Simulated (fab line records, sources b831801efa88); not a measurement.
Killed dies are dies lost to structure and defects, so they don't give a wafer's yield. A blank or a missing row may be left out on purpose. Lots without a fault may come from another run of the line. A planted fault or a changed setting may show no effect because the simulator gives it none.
fab line records | flow sky130
record lots=11 wafers=33 last_day=50
route steps=708 shown CONTACT@425 METAL1@454 VIA1@458 PAD_OPEN@708
lots that met no fault: from a run of the same line without faults
start_h: hours from the record's first day to the start of the lot's first wafer shown | wait_h: hours since the lot's step before | " the same as in the row above | L1.1+2: a row that stands for several wafers | - no value, or no start given | * or withheld: withheld | < > ~ a bound
route shown NAME@n: a module of which the file shows steps, and the number in the route of the first | usual: mean/standard deviation of fault-free wafers | same: alike in all rows | chamber/n: place in a boat | sites: the reading at each site | _std_site: their standard deviation | _edge_site: outer sites' mean less inner sites' | radius_mm: how far each site lies from the wafer's centre | mask NAME#n: copy n | behind: the tool/chamber that last shaped the wafer | hold: why the lot was held/for how many hours/how that ended | device: the transistor (n, p or np) that didn't switch | end of line: the same wafers' tests at the end of the route | a step without rows: its recipe alone | killed: dies lost to structure and defects at the first sort, not the wafer's yield | map: a wafer's dies, x killed, . not, _ none there
set.NAME: the setting as run; set.NAME@STEP: as run at that earlier step | model.NAME: the simulator's own value behind a step, which no gauge read
steps of the route over a sample of lots; a table a step, a row a wafer
services: from which hour (start_h, from the record's first day; less than 0 if before it) a tool's chamber was out of use, for how many hours, and why
## steps
# step SKY_CONTACT_STRIP_19
# recipe chemistry=O2/N2 power_w=1400 pressure_mtorr=1500 platen_temp_c=withheld o2_flow_sccm=3000 n2_flow_sccm=300 overash_fraction=0.5
# usual drypump_motor_current_A=5.6/0.37 oes_product_au=0.381/0.0045 strip_time_to_endpoint_s=3.618/0.023
# columns lot.wafer tool chamber start_h wait_h drypump_motor_current_A oes_product_au rf_hours_counter_h strip_time_to_endpoint_s
L747.1 plasma_asher-04 0 744.95 - 5.4 0.372 92 3.641
L747.2 " 1 " " 5.8 0.385 92 3.619
L747.3 " 0 " " 5.4 0.383 - 3.614
L748.1 plasma_asher-01 0 761.00 - 5.4 0.375 65 3.661
L748.2 " 1 " " 5.3 0.382 65 3.669
L748.3 " 0 " " 5.4 0.384 - 3.638
L749.1 plasma_asher-02 1 765.67 - 5.4 0.381 2 3.588
L749.3 " 0 " " 6.4 0.379 - 3.616
L749.6 " 0 " " 6.4 0.388 - 3.625
L752.1 plasma_asher-01 0 786.80 - 5.4 0.379 68 3.628
L752.3 " 0 " " 5.4 0.383 - 3.661
L752.6 " 0 " " 5.4 0.381 - 3.639
L753.3 plasma_asher-04 1 807.09 - 5.8 0.373 - 3.606
L753.4 " 0 " " 5.4 0.369 - 3.598
L753.5 " 0 " " 5.4 0.377 - 3.567
L756.3 plasma_asher-02 0 820.05 - 6.4 0.381 - 3.616
L756.4 " 1 " " 5.4 0.385 - 3.658
L756.5 " 1 " " 5.4 0.379 - 3.618
L758.3 plasma_asher-04 1 843.18 - 5.8 0.384 - 3.590
L758.5 " 0 " " 5.4 0.379 - 3.616
L758.6 " 1 " " 5.8 0.377 - 3.581
L764.1 plasma_asher-02 1 865.20 - 5.4 0.383 13 3.639
L764.5 " 1 " " 5.4 0.384 - 3.652
L764.6 " 0 " " 6.4 0.380 - 3.612
L767.4 plasma_asher-01 0 893.71 - 5.4 0.386 - 3.617
L767.5 " 0 " " 5.4 0.380 - 3.618
L767.6 " 1 " " 5.3 0.382 - 3.603
L769.2 plasma_asher-02 0 897.10 - 6.4 0.381 16 3.620
L769.3 " 1 " " 5.4 0.377 - 3.632
L769.5 " 0 " " 6.4 0.382 - 3.643
L770.1 plasma_asher-02 1 914.50 - 5.4 0.390 18 3.645
L770.4 " 0 " " 6.3 0.380 - 3.642
L770.5 " 0 " " 6.4 0.379 - 3.608
# step SKY_CONTACT_SPUTTER_23
# recipe material=TiN target_thk_nm=20 chamber_pressure_pa=5 power_w=4000 time_s=80
# usual throttle_valve_pct=30.0/0.79
# columns lot.wafer tool chamber start_h wait_h throttle_valve_pct
L747.1 pvd_sputter-02 - 745.54 0.0 29.9
L747.2 " - " " 29.0
L747.3 " - " " 29.4
L748.1 pvd_sputter-02 - 761.60 0.0 29.0
L748.2 " - " " 30.2
L748.3 " - " " 29.5
L749.1 pvd_sputter-02 - 766.30 0.0 30.2
L749.3 " - " " 29.0
L749.6 " - " " 29.6
L752.1 pvd_sputter-03 - 787.39 0.0 30.7
L752.3 " - " " 30.7
L752.6 " - " " 30.6
L753.3 pvd_sputter-02 - 807.80 0.0 30.3
L753.4 " - " " 29.9
L753.5 " - " " 28.9
L756.3 pvd_sputter-02 - 820.66 0.0 29.5
L756.4 " - " " 30.2
L756.5 " - " " 29.4
L758.3 pvd_sputter-03 - 843.74 0.0 30.7
L758.5 " - " " 30.6
L758.6 " - " " 29.6
L764.1 pvd_sputter-04 - 865.79 0.0 29.5
L764.5 " - " " 30.4
L764.6 " - " " 29.6
L767.4 pvd_sputter-04 - 894.32 0.0 29.8
L767.5 " - " " 29.6
L767.6 " - " " 30.2
L769.2 pvd_sputter-03 - 897.74 0.0 30.6
L769.3 " - " " 29.9
L769.5 " - " " 30.6
L770.1 pvd_sputter-04 - 915.09 0.0 29.8
L770.4 " - " " 29.8
L770.5 " - " " 29.7
# step SKY_METAL1_STRIP_20
# recipe chemistry=O2/N2 power_w=1400 pressure_mtorr=1500 platen_temp_c=withheld o2_flow_sccm=3000 n2_flow_sccm=300 overash_fraction=0.5
# usual drypump_motor_current_A=5.4/0.32 oes_product_au=0.342/0.0044 strip_time_to_endpoint_s=2.68/0.035
# columns lot.wafer tool chamber start_h wait_h drypump_motor_current_A oes_product_au rf_hours_counter_h strip_time_to_endpoint_s
L747.1 plasma_asher-03 0 774.66 0.1 5.3 0.348 33 2.68
L747.2 " 1 " " 5.4 0.346 33 2.71
L747.3 " 0 " " 5.2 0.336 - 2.69
L748.1 plasma_asher-01 0 788.90 0.1 5.4 0.339 68 2.67
L748.2 " 1 " " 5.3 0.342 68 2.70
L748.3 " 1 " " 5.3 0.343 - 2.63
L749.1 plasma_asher-01 1 794.57 0.1 5.3 0.345 69 2.64
L749.3 " 1 " " 5.4 0.339 - 2.65
L749.6 " 1 " " 5.3 0.338 - 2.60
L752.1 plasma_asher-03 0 815.04 0.1 5.3 0.339 38 2.65
L752.3 " 0 " " 5.2 0.339 - 2.68
L752.6 " 0 " " 5.3 0.340 - 2.62
L753.3 plasma_asher-02 0 835.71 0.1 6.4 0.341 - 2.69
L753.4 " 1 " " 5.4 0.339 - 2.66
L753.5 " 0 " " 6.4 0.339 - 2.66
L756.3 plasma_asher-03 1 848.86 0.1 5.4 0.343 - 2.67
L756.4 " 0 " " 5.3 0.340 - 2.66
L756.5 " 0 " " 5.3 0.337 - 2.63
L758.3 plasma_asher-03 1 871.58 0.1 5.4 0.343 - 2.70
L758.5 " 1 " " 5.4 0.343 - 2.73
L758.6 " 0 " " 5.3 0.334 - 2.67
L764.1 plasma_asher-03 1 893.46 0.1 5.4 0.344 46 2.69
L764.5 " 1 " " 5.4 0.342 - 2.68
L764.6 " 0 " " 5.3 0.339 - 2.62
L767.4 plasma_asher-03 1 920.36 0.1 5.4 0.350 - 2.65
L767.5 " 0 " " 5.3 0.345 - 2.67
L767.6 " 1 " " 5.4 0.336 - 2.67
L769.2 plasma_asher-03 1 923.30 0.1 5.4 0.340 49 2.69
L769.3 " 1 " " 5.4 0.340 - 2.72
L769.5 " 0 " " 5.3 0.342 - 2.65
L770.1 plasma_asher-03 1 940.56 0.1 5.4 0.345 51 2.67
L770.4 " 1 " " 5.4 0.348 - 2.73
L770.5 " 0 " " 5.3 0.341 - 2.75
# step SKY_VIA1_HDPCVD_00
# recipe material=SiO2 target_thk_nm=1030 sigma_open_frac=0.3 time_s=171.7 temp_c=400 sih4_flow_sccm=60 pressure_mtorr=6
# columns lot.wafer tool chamber start_h wait_h
L747.1+2+3 hdpcvd-02 0,1,2 775.25 0.0
L748.1+2+3 hdpcvd-01 0,2,1 789.53 0.0
L749.1+3+6 hdpcvd-02 0,1,0 795.17 0.0
L752.1+3+6 hdpcvd-02 0,2,0 815.63 0.0
L753.3+4+5 hdpcvd-02 1,1,2 836.28 0.0
L756.3+4+5 hdpcvd-02 1,2,1 849.42 0.0
L758.3+5+6 hdpcvd-02 2,1,0 872.18 0.0
L764.1+5+6 hdpcvd-01 2,2,0 894.11 0.0
L767.4+5+6 hdpcvd-01 1,2,0 920.98 0.1
L769.2+3+5 hdpcvd-01 1,0,2 923.90 0.0
L770.1+4+5 hdpcvd-01 2,0,1 941.15 0.0
# step SKY_VIA1_THK_MEAS_01
# recipe reads=SiO2_of_VIA1_HDPCVD_00
# usual VIA1_HDPCVD_THK=1023/9.6
# columns lot.wafer tool chamber start_h wait_h VIA1_HDPCVD_THK[nm]
L747.1 film_metro-02 - 775.36 0.1 999
L747.2 " - " " 1006
L747.3 " - " " 1011
L748.1 film_metro-02 - 789.64 0.1 1031
L748.2 " - " " 1020
L748.3 " - " " 1023
L749.1 film_metro-01 - 795.29 0.1 1006
L749.3 " - " " 1033
L749.6 " - " " 1003
L752.1 film_metro-02 - 815.74 0.1 1032
L752.3 " - " " 1026
L752.6 " - " " 1019
L753.3 film_metro-01 - 836.41 0.1 1036
L753.4 " - " " 1045
L753.5 " - " " 1035
L756.3 film_metro-02 - 849.58 0.1 1018
L756.4 " - " " 1015
L756.5 " - " " 1338
L758.3 film_metro-04 - 872.31 0.1 1024
L758.5 " - " " 1325
L758.6 " - " " 1325
L764.1 film_metro-04 - 894.22 0.1 1040
L764.5 " - " " 1039
L764.6 " - " " 1026
L767.4 film_metro-01 - 921.06 0.0 1023
L767.5 " - " " 1031
L767.6 " - " " 1020
L769.2 film_metro-02 - 924.02 0.1 1030
L769.3 " - " " 1017
L769.5 " - " " 1039
L770.1 film_metro-02 - 941.26 0.1 1010
L770.4 " - " " 1010
L770.5 " - " " 1020
# step SKY_PAD_OPEN_PROBE_99
# usual defect_limited_yield=82.3/1.9 killed_at_M0_to_M3=43/7.4 killed_at_M4_up=3.3/2 killed_at_contacts=24/5.4 killed_at_front_end=16/4.2 killed_at_other=0.3/0.61 killed_dies=87/9.4 killed_open=47/7.3 killed_short=40/6.7 sort_bin_3_pad_short=0.9/0.43 sort_bin_5_function=10.4/1.4 sort_bin_6_memory=6.4/1.2 sort_n_pass=405/9.4 sort_yield_pct=82.3/1.9
# same gross_dies=492 killed_at_back_side=0 sort_bin_4_leakage[%]=0 sort_bin_8_speed[%]=0
# columns lot.wafer tool chamber start_h wait_h defect_limited_yield[%] killed_at_M0_to_M3 killed_at_M4_up killed_at_contacts killed_at_front_end killed_at_other killed_dies killed_open killed_short sort_bin_3_pad_short[%] sort_bin_5_function[%] sort_bin_6_memory[%] sort_n_pass sort_yield_pct[%]
L747.1 prober-02 - 1083.05 0.1 80.7 47 7 28 13 0 95 48 47 0.4 10.4 8.5 397 80.7
L747.2 prober-02 - 1083.10 0.1 84.1 33 8 19 18 0 78 45 33 1.0 10.6 4.3 414 84.1
L747.3 prober-02 - 1083.15 0.2 84.1 40 3 23 12 0 78 43 34 0.8 10.4 4.7 414 84.1
L748.1 prober-02 - 1095.85 0.1 79.1 56 5 25 17 0 103 56 47 1.0 11.2 8.7 389 79.1
L748.2 prober-02 - 1095.90 0.1 79.7 53 9 25 13 0 100 50 50 0.6 12.8 6.9 392 79.7
L748.3 prober-02 - 1095.95 0.2 81.9 50 0 25 14 0 89 48 41 1.0 10.4 6.7 403 81.9
L749.1 prober-02 - 1099.43 0.1 83.5 42 1 26 12 0 81 44 37 0.4 10.8 5.3 411 83.5
L749.3 prober-02 - 1099.53 0.2 82.9 51 0 15 18 0 84 53 31 0.4 10.0 6.7 408 82.9
L749.6 prober-02 - 1099.68 0.2 85.2 41 0 19 13 0 73 38 35 1.0 7.7 6.1 419 85.2
L752.1 prober-01 - 1115.83 0.1 80.5 47 1 24 24 0 96 51 45 1.4 11.4 6.7 396 80.5
L752.3 prober-01 - 1115.93 0.2 79.1 57 4 20 22 0 103 48 55 1.2 10.2 9.6 389 79.1
L752.6 prober-01 - 1116.08 0.2 79.5 48 1 35 17 0 101 67 34 0.4 12.8 7.3 391 79.5
L753.3 prober-02 - 1131.26 0.2 83.7 33 5 24 17 1 80 46 34 1.2 9.1 5.9 412 83.7
L753.4 prober-02 - 1131.31 0.2 81.9 48 2 19 20 0 89 50 38 1.4 9.8 6.9 403 81.9
L753.5 prober-02 - 1131.36 0.2 82.7 40 2 25 17 1 85 55 29 0.8 11.6 4.9 407 82.7
L756.3 prober-01 - 1141.48 0.2 82.3 47 3 18 18 1 87 48 39 0.4 12.8 4.5 405 82.3
L756.4 prober-01 - 1141.53 0.2 80.5 42 3 29 22 0 96 48 48 1.6 11.8 6.1 396 80.5
L756.5 prober-01 - 1141.58 0.2 82.7 41 5 26 13 0 85 51 34 0.6 9.6 7.1 407 82.7
L758.3 prober-01 - 1156.94 0.2 81.5 39 3 31 18 0 91 50 39 1.0 10.8 6.7 401 81.5
L758.5 prober-01 - 1157.04 0.2 80.3 42 7 32 16 0 97 57 40 1.0 12.0 6.7 395 80.3
L758.6 prober-01 - 1157.09 0.2 83.5 42 3 30 6 0 81 46 35 0.4 10.6 5.5 411 83.5
L764.1 prober-02 - 1172.55 0.1 80.5 53 2 26 15 0 96 51 45 1.0 12.0 6.5 396 80.5
L764.5 prober-02 - 1172.75 0.2 78.5 48 5 26 26 1 106 52 54 1.6 14.2 5.7 386 78.5
L764.6 prober-02 - 1172.80 0.2 84.3 36 3 21 17 0 77 40 37 1.0 8.7 5.9 415 84.3
L767.4 prober-01 - 1192.18 0.2 79.7 45 1 34 20 0 100 45 55 1.4 11.8 7.1 392 79.7
L767.5 prober-01 - 1192.23 0.2 82.3 44 4 25 14 0 87 42 45 1.2 8.3 8.1 405 82.3
L767.6 prober-01 - 1192.28 0.2 79.1 54 1 26 21 1 103 59 44 0.8 12.8 7.3 389 79.1
L769.2 prober-02 - 1193.07 0.1 84.1 44 2 18 13 1 78 30 48 1.8 8.3 5.7 414 84.1
L769.3 prober-02 - 1193.12 0.2 82.3 44 3 20 20 0 87 42 45 0.8 11.2 5.7 405 82.3
L769.5 prober-02 - 1193.22 0.2 83.1 33 1 29 18 2 83 35 48 0.4 11.0 5.5 409 83.1
L770.1 prober-02 - 1204.93 0.1 85.0 39 4 16 15 0 74 43 30 0.8 8.3 5.9 418 85.0
L770.4 prober-02 - 1205.08 0.2 82.7 45 6 17 16 1 85 47 37 1.0 10.8 5.5 407 82.7
L770.5 prober-02 - 1205.13 0.2 85.0 40 0 21 13 0 74 37 37 0.2 10.6 4.3 418 85.0
# killed by level:class
L747.1 VIA1:geometric_particle:open=13 CONTACT:geometric_particle:open=8 METAL2:geometric_particle:short=8 VIA2:geometric_particle:open=7 CONTACT:geometric_particle:short=6 POLY_GATE:geometric_particle:short=5 LI_CONTACT:geometric_particle:short=5 METAL4:geometric_particle:short=5
L747.2 VIA2:geometric_particle:open=8 LI_CONTACT:geometric_particle:open=7 CONTACT:geometric_particle:open=7 FIELD_ISO:geometric_particle:open=6 VIA1:geometric_particle:open=6 FIELD_ISO:geometric_particle:short=5 METAL2:geometric_particle:short=5 METAL4:geometric_particle:short=5
L747.3 VIA1:geometric_particle:open=9 CONTACT:geometric_particle:open=7 VIA3:geometric_particle:short=7 LI_CONTACT:geometric_particle:open=6 VIA2:geometric_particle:open=6 FIELD_ISO:geometric_particle:short=5 CONTACT:geometric_particle:short=5 METAL1:geometric_particle:short=5
L748.1 VIA1:geometric_particle:open=14 CONTACT:geometric_particle:open=11 VIA2:geometric_particle:open=8 POLY_GATE:geometric_particle:open=6 METAL3:geometric_particle:short=6 METAL1:geometric_particle:short=6 LOCAL_INTERCONNECT:geometric_particle:short=5 VIA2:geometric_particle:short=5
L748.2 VIA3:geometric_particle:open=10 VIA1:geometric_particle:open=9 VIA2:geometric_particle:open=8 METAL1:geometric_particle:short=7 CONTACT:geometric_particle:open=7 VIA1:geometric_particle:short=7 METAL4:geometric_particle:short=6 LI_CONTACT:geometric_particle:open=6
L748.3 METAL2:geometric_particle:short=11 CONTACT:geometric_particle:open=11 VIA1:geometric_particle:open=10 VIA2:geometric_particle:open=7 LI_CONTACT:geometric_particle:open=6 VIA3:geometric_particle:open=6 LOCAL_INTERCONNECT:geometric_particle:short=5 FIELD_ISO:geometric_particle:open=4
L749.1 CONTACT:geometric_particle:open=10 VIA1:geometric_particle:short=9 LI_CONTACT:geometric_particle:open=9 VIA1:geometric_particle:open=8 VIA2:geometric_particle:open=7 METAL2:geometric_particle:short=5 FIELD_ISO:geometric_particle:open=4 METAL3:geometric_particle:short=4
L749.3 VIA1:geometric_particle:open=17 VIA1:geometric_particle:short=10 FIELD_ISO:geometric_particle:open=7 VIA2:geometric_particle:open=7 CONTACT:geometric_particle:open=6 METAL2:geometric_particle:short=5 POLY_GATE:geometric_particle:open=4 VIA3:geometric_particle:open=4
L749.6 CONTACT:geometric_particle:open=13 VIA1:geometric_particle:short=6 METAL2:geometric_particle:short=6 VIA2:geometric_particle:short=6 METAL1:geometric_particle:short=5 VIA1:geometric_particle:open=5 POLY_GATE:geometric_particle:open=4 LI_CONTACT:geometric_particle:open=4
L752.1 CONTACT:geometric_particle:open=12 VIA1:geometric_particle:open=9 VIA2:geometric_particle:open=8 VIA3:geometric_particle:open=7 POLY_GATE:geometric_particle:short=6 FIELD_ISO:geometric_particle:short=5 LOCAL_INTERCONNECT:geometric_particle:short=5 METAL2:geometric_particle:short=5
L752.3 METAL1:geometric_particle:short=11 VIA1:geometric_particle:open=10 VIA2:geometric_particle:short=9 VIA2:geometric_particle:open=8 CONTACT:geometric_particle:open=7 FIELD_ISO:geometric_particle:short=6 VIA3:geometric_particle:open=6 LI_CONTACT:geometric_particle:open=5
L752.6 CONTACT:geometric_particle:open=19 VIA1:geometric_particle:open=10 VIA2:geometric_particle:open=10 LI_CONTACT:geometric_particle:open=9 VIA3:geometric_particle:short=6 VIA3:geometric_particle:open=6 METAL1:geometric_particle:short=5 VIA2:geometric_particle:short=4
L753.3 LI_CONTACT:geometric_particle:open=8 VIA1:geometric_particle:open=8 VIA3:geometric_particle:open=6 VIA1:geometric_particle:short=5 LOCAL_INTERCONNECT:geometric_particle:short=5 CONTACT:geometric_particle:open=5 VIA2:geometric_particle:open=5 FIELD_ISO:geometric_particle:short=4
L753.4 VIA2:geometric_particle:open=10 VIA3:geometric_particle:open=7 FIELD_ISO:geometric_particle:short=6 LI_CONTACT:geometric_particle:open=6 VIA1:geometric_particle:open=6 METAL2:geometric_particle:short=5 FIELD_ISO:geometric_particle:open=4 POLY_GATE:geometric_particle:open=4
L753.5 CONTACT:geometric_particle:open=11 VIA1:geometric_particle:open=11 VIA3:geometric_particle:open=9 POLY_GATE:geometric_particle:open=6 VIA2:geometric_particle:open=6 CONTACT:geometric_particle:short=5 METAL2:geometric_particle:short=5 FIELD_ISO:geometric_particle:open=4
L756.3 VIA1:geometric_particle:open=10 VIA1:geometric_particle:short=9 CONTACT:geometric_particle:open=7 VIA3:geometric_particle:open=6 POLY_GATE:geometric_particle:short=5 LI_CONTACT:geometric_particle:open=5 VIA2:geometric_particle:open=5 CONTACT:geometric_particle:short=4
L756.4 VIA1:geometric_particle:open=9 LI_CONTACT:geometric_particle:open=7 LOCAL_INTERCONNECT:geometric_particle:short=7 CONTACT:geometric_particle:short=7 METAL1:geometric_particle:short=7 VIA3:geometric_particle:open=6 POLY_GATE:geometric_particle:open=5 CONTACT:geometric_particle:open=5
L756.5 VIA1:geometric_particle:open=19 CONTACT:geometric_particle:open=11 LI_CONTACT:geometric_particle:open=10 METAL1:geometric_particle:short=6 POLY_GATE:geometric_particle:short=4 VIA3:geometric_particle:short=4 LI_CONTACT:geometric_particle:short=3 VIA2:geometric_particle:open=3
L758.3 CONTACT:geometric_particle:open=12 VIA3:geometric_particle:open=11 VIA1:geometric_particle:open=9 LOCAL_INTERCONNECT:geometric_particle:short=7 CONTACT:geometric_particle:short=6 VIA2:geometric_particle:open=6 FIELD_ISO:geometric_particle:short=5 FIELD_ISO:geometric_particle:open=4
L758.5 LI_CONTACT:geometric_particle:open=13 CONTACT:geometric_particle:open=11 VIA3:geometric_particle:open=10 VIA1:geometric_particle:open=8 FIELD_ISO:geometric_particle:short=7 CONTACT:geometric_particle:short=5 METAL1:geometric_particle:short=5 METAL4:geometric_particle:short=5
L758.6 VIA1:geometric_particle:open=13 CONTACT:geometric_particle:open=9 LI_CONTACT:geometric_particle:open=8 CONTACT:geometric_particle:short=6 METAL1:geometric_particle:short=5 VIA2:geometric_particle:open=5 VIA1:geometric_particle:short=4 LOCAL_INTERCONNECT:geometric_particle:short=3
L764.1 VIA1:geometric_particle:open=14 LI_CONTACT:geometric_particle:open=9 CONTACT:geometric_particle:open=8 VIA1:geometric_particle:short=6 METAL2:geometric_particle:short=6 POLY_GATE:geometric_particle:short=5 METAL1:geometric_particle:short=5 VIA2:geometric_particle:open=5
L764.5 VIA1:geometric_particle:open=12 CONTACT:geometric_particle:open=9 FIELD_ISO:geometric_particle:short=8 LI_CONTACT:geometric_particle:open=7 METAL2:geometric_particle:short=7 VIA3:geometric_particle:short=7 POLY_GATE:geometric_particle:short=6 METAL1:geometric_particle:short=6
L764.6 VIA1:geometric_particle:open=10 LI_CONTACT:geometric_particle:open=8 METAL2:geometric_particle:short=7 FIELD_ISO:geometric_particle:short=4 FIELD_ISO:geometric_particle:open=4 CONTACT:geometric_particle:open=4 VIA2:geometric_particle:open=4 CONTACT:geometric_particle:short=4
L767.4 LOCAL_INTERCONNECT:geometric_particle:short=10 CONTACT:geometric_particle:open=9 VIA1:geometric_particle:open=8 CONTACT:geometric_particle:short=7 VIA1:geometric_particle:short=7 POLY_GATE:geometric_particle:short=6 LI_CONTACT:geometric_particle:open=6 VIA2:geometric_particle:short=5
L767.5 VIA1:geometric_particle:short=10 VIA2:geometric_particle:open=9 CONTACT:geometric_particle:open=8 VIA1:geometric_particle:open=7 LOCAL_INTERCONNECT:geometric_particle:short=6 METAL2:geometric_particle:short=6 CONTACT:geometric_particle:short=5 FIELD_ISO:geometric_particle:open=4
L767.6 VIA1:geometric_particle:open=14 CONTACT:geometric_particle:open=13 VIA2:geometric_particle:open=8 POLY_GATE:geometric_particle:open=7 METAL1:geometric_particle:short=7 METAL2:geometric_particle:short=7 VIA3:geometric_particle:open=5 FIELD_ISO:geometric_particle:open=4
L769.2 METAL1:geometric_particle:short=8 VIA1:geometric_particle:open=7 LI_CONTACT:geometric_particle:open=6 POLY_GATE:geometric_particle:short=5 LOCAL_INTERCONNECT:geometric_particle:short=5 VIA1:geometric_particle:short=5 VIA2:geometric_particle:short=5 CONTACT:geometric_particle:open=4
L769.3 VIA1:geometric_particle:open=10 VIA3:geometric_particle:open=7 METAL2:geometric_particle:short=6 POLY_GATE:geometric_particle:open=6 CONTACT:geometric_particle:short=6 FIELD_ISO:geometric_particle:open=5 LOCAL_INTERCONNECT:geometric_particle:short=5 METAL1:geometric_particle:short=5
L769.5 VIA2:geometric_particle:open=8 CONTACT:geometric_particle:open=8 POLY_GATE:geometric_particle:short=7 LI_CONTACT:geometric_particle:short=7 VIA3:geometric_particle:open=6 FIELD_ISO:geometric_particle:short=5 LI_CONTACT:geometric_particle:open=5 CONTACT:geometric_particle:short=5
L770.1 CONTACT:geometric_particle:open=9 VIA3:geometric_particle:open=8 VIA1:geometric_particle:short=6 METAL1:geometric_particle:short=5 LI_CONTACT:geometric_particle:open=5 METAL2:geometric_particle:short=5 VIA1:geometric_particle:open=5 VIA2:geometric_particle:open=5
L770.4 VIA1:geometric_particle:open=10 VIA2:geometric_particle:open=8 VIA3:geometric_particle:open=6 CONTACT:geometric_particle:open=5 METAL1:geometric_particle:short=5 FIELD_ISO:geometric_particle:open=4 CONTACT:geometric_particle:short=4 LI_CONTACT:geometric_particle:short=4
L770.5 VIA1:geometric_particle:open=11 CONTACT:geometric_particle:open=7 VIA2:geometric_particle:open=7 VIA1:geometric_particle:short=6 METAL3:geometric_particle:short=6 CONTACT:geometric_particle:short=5 METAL1:geometric_particle:short=5 POLY_GATE:geometric_particle:short=4
## services
# columns tool chamber start_h hours kind
plasma_asher-02 - 733.75 9.0 pm
plasma_asher-02 0 733.75 9.0 vent_cycle
plasma_asher-02 1 733.75 9.0 vent_cycle
plasma_asher-02 0 742.75 - clean
plasma_asher-02 1 742.75 - clean
pvd_sputter-03 3 764.06 - consumable_replace:kit
pvd_sputter-03 3 764.06 18.0 scheduled_down
pvd_sputter-03 3 764.06 18.0 vent_cycle
plasma_asher-04 - 779.48 10.0 repair
hdpcvd-02 2 800.40 3.7 repair
plasma_asher-04 - 826.84 14.6 pm
plasma_asher-02 - 837.64 1.6 repair
pvd_sputter-03 - 849.88 1.2 repair
hdpcvd-01 - 902.25 0.3 repair
hdpcvd-01 0 914.55 2.2 repair
pvd_sputter-04 - 935.87 3.5 repair
## key
first_sign step=SKY_VIA1_THK_MEAS_01 reading=VIA1_HDPCVD_THK direction=up sigmas=32 usual=1023 struck=1329
effect none on later readings
met_at SKY_VIA1_HDPCVD_00
struck_lots L756,L758
struck_wafers L756.5,L758.5,L758.6
not_acting_at SKY_CONTACT_STRIP_19,SKY_CONTACT_SPUTTER_23,SKY_METAL1_STRIP_20
onset_between 836.28 849.42
fault kind=process_parameter_drift tool=hdpcvd-02 chamber=- onset_h=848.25 steps=SKY_VIA1_HDPCVD_00 channel=target_thk_nm offset=316.88 shape=step end_h=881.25 scope=struck_wafers_only acts_in=these_recipes_only stated=1030
